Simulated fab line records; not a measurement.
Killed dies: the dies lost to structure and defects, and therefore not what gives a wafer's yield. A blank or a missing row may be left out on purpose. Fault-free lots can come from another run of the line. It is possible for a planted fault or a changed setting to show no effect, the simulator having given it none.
8D (eight disciplines) problem report, filled in by code -- flow gf180mcu -- the parts of the form that need people (team, actions taken, sign-off) are left out

## 1. WHAT IS WRONG
At GF_V1_CD_MEAS_14, cd_nm averages 278.4 nm over 2 wafers from 2 lots, while fault-free wafers read 259.6 nm, standard deviation 1.4. That puts it +13 standard deviations away from the usual mean.
The step: target cd 260 nm.
Earliest sighting: wafer L566.2 on cd_sem-02 at day 20 19:53. At this step, 38 wafers from 13 lots have a number in the record. Rule for "out", or "out of limits": more than 4 standard deviations from the usual mean. The rest of the wafers with a number are treated as sound.

## 2. WHAT IT IS, WHAT IT ISN'T
question,is,is not
which readings at this step,cd_nm,-
which lots,"L566, L568","L560, L561, L563, L565, L576, L577, L578, L579, L580, L581, L582"
which wafers of those lots,"L566.2, L568.2","L566.3, L566.5, L568.4"
read on which gauges,"cd_sem-01, cd_sem-02",-
when,from day 20 19:53,"up to then (14 sound wafers); but 22 sound wafers of L568, L576, L577, L578, L579, L580, L581, L582 came after"

## 3. WHAT RULES OUT EACH SUSPECT
Counting: a tool at a process step up to the reading stays a suspect if it ran every lot that is out. Sound lots after the first of them don't rule it out here, since some wafers of a struck lot are sound.
- the gauge at GF_V1_CD_MEAS_14: ruled out. The wafers that are out were read on 2 gauges (cd_sem-01, cd_sem-02).
- pecvd-02 at GF_V1_CVD_02 (deposits SiO2 from TEOS, target thk 850 nm, time 94.851 s): kept. It processed each lot that is out (first: L566, day 19 19:15); up to then, its last sound lot is L565 (day 18 19:52).
- krf_scanner-02 at GF_V1_EXPOSE_11 (exposes mask Via1, target cd 260 nm): kept. It processed each lot that is out (first: L566, day 20 08:01); up to then, its last sound lot is L565 (day 19 08:46).
After counting, pecvd-02 at GF_V1_CVD_02 and krf_scanner-02 at GF_V1_EXPOSE_11 remain.

## 4. THE CAUSE (what the simulator had put in)
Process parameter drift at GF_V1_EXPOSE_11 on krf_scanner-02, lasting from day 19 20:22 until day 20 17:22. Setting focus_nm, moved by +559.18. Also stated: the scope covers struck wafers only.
Of the 2 suspects that counting leaves, this tool is one.

## 5. THE CHAIN OF EFFECTS, in route order
Each row: a reading whose mean over the struck wafers that have a number lies more than 3 standard deviations from the usual. Readings are gone through only where the record gives a usual standard deviation; hours: the median, over the lots, of the time from a lot's start at the first step in this table giving one to that lot's start at this step; sigmas: the change measured in usual standard deviations.
hours,step,reading,usual,on struck wafers,change,sigmas
0,GF_V1_CD_MEAS_14,cd_nm,259.6 nm,278.4,+18.8,+13

## 6. WHAT WOULD HAVE CAUGHT IT SOONER
24 hours passed between the start of the fault at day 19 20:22 and the first reading out of limits at a measuring or inspecting step in this record, taken at day 20 19:53.
By day 20 19:53, every lot that is out (2) had started GF_V1_EXPOSE_11 on krf_scanner-02. Had the tool been put on hold then, not one of them would have been saved.
